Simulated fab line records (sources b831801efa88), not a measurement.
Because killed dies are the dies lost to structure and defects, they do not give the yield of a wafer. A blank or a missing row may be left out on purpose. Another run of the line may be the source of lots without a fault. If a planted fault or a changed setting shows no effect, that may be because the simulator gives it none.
A lot that was struck, set against a sound lot :: flow sfqLine :: 14 steps out of a route of 325
Sound: the wafers L722.1, L722.2, L722.3. Wafers L725.3, L725.4, L725.6 were the ones struck. The cause is given at the end.
For every step that has rows: the tool of each side, followed by ch and its chambers, followed by its first start. Under that, the readings that differ: sound wafers :: struck wafers :: difference of the means :: sigmas: that difference in standard deviations of wafers without a fault.
alike: words and numbers the same on both sides, and readings whose means are apart by under 2 such deviations; not compared: readings that were withheld, readings missing a value for some wafer, numbers with overlapping values and no deviation given by the record, and bounds like >300 which may hide the same value.
The two part at a step that has a row with sigmas, a row that says differs or no value, or rows on one side only. Numbers that don't overlap but have no deviation are shown without sigmas and don't part them. Lack of a reading on every wafer of one side parts them only where that side has two or more wafers.

SFQ_TRILAYER_M6_ETCH_METAL_ETCH_162: etches Nb in Cl2/Ar, stops on SiO2, target depth 240 nm, time 120 s.
  sound on rieMetal-02 ch 0, day 53 22:25; struck on rieMetal-01 ch 0,1, day 55 15:07
  alike: drypumpMotorCurrentA, oesProductAu
  not compared: rfHoursCounterH
SFQ_TRILAYER_M6_STRIP_STRIP_163: strips in O2.
  sound on rieMetal-02 ch 0, day 53 22:40; struck on rieMetal-01 ch 0,1, day 55 15:24
reading: oesProductAu (a.u.)
sound: 1.010 1.000 1.004
struck: 0.991 0.979 0.982
difference: -0.021
sigmas: -2
  alike: drypumpMotorCurrentA
  not compared: rfHoursCounterH
then, 1 step without rows for these wafers: SFQ_TRILAYER_M6_STRIP_SOLV_CLEAN_164 (cleans in NMP, time 600 s).
SFQ_TRILAYER_I6_DEP_PECVD_165: deposits SiO2 from SiH4/N2O, time 111.11 s, target thk 500 nm.
  sound on pecvd-03 ch 0,1,2, day 54 00:02; struck on pecvd-04 ch 0,2, day 55 15:58
  alike: heaterPowerOuterW, heaterPowerW, throttleValvePct
SFQ_TRILAYER_I6_CMP_CMP_166: polishes SiO2.
  sound on cmp-01 ch 0,2,3, day 54 00:37; struck on cmp-02 ch 0,1,2, day 55 17:03
  alike: edgeZonePressureFrac, motorCurrentA, timeToEndpointS
SFQ_I6_BOW_MEAS_941:
  sound on filmMetro-04 at day 54 03:07; struck on filmMetro-01 at day 55 19:05
  alike: I6_BOW
SFQ_TRILAYER_I6_METRO_MEASURE_167:
  sound on filmMetro-04 at day 54 03:14; struck on filmMetro-01 at day 55 19:34
  alike: thkNm
then, 5 steps without rows for these wafers: SFQ_TRILAYER_I6_VIA_LITHO_COAT_174 (resist thk 62 nm); SFQ_TRILAYER_I6_VIA_LITHO_COAT_169 (resist thk 650 nm); SFQ_TRILAYER_I6_VIA_LITHO_SOFTBAKE_173; SFQ_TRILAYER_I6_VIA_LITHO_EXPOSE_170 (exposes mask I6, target cd 700 nm); SFQ_TRILAYER_I6_VIA_LITHO_PEB_172 (peb time 60 s).
-- the record jumps here: 5 days lie between the struck wafers' starts before and after --
SFQ_TRILAYER_I6_VIA_LITHO_DEVELOP_171: time 60 s.
  struck on lithoTrack-02, day 60 22:38; sound on lithoTrack-03 ch 0, day 59 11:02
  no value came back on the struck wafers for chillPlateTempC (C), exhaustPa (Pa); on the sound wafers chillPlateTempC (C) reads 23.15 23.20 23.18
reading: model.KrF_of_TRILAYER_I6_VIA_LITHO_COAT_169.thkNm (nm)
sound: 623.4 621.8 623.1
struck: 649.7 648.3 649.7
difference: +26.5
sigmas: 
SFQ_I6_OVL_MEAS_942:
  sound on overlay-01 at day 59 11:11; struck on overlay-01 at day 60 22:44
reading: I6_OVL (nm)
sound: 0 4 4
struck: - - -
difference: no value on the struck wafers
sigmas: 

## WHERE THEY PART
At SFQ_TRILAYER_M6_STRIP_STRIP_163 first; at SFQ_I6_OVL_MEAS_942 last (within this record only).

WHY: whatever the simulator had introduced
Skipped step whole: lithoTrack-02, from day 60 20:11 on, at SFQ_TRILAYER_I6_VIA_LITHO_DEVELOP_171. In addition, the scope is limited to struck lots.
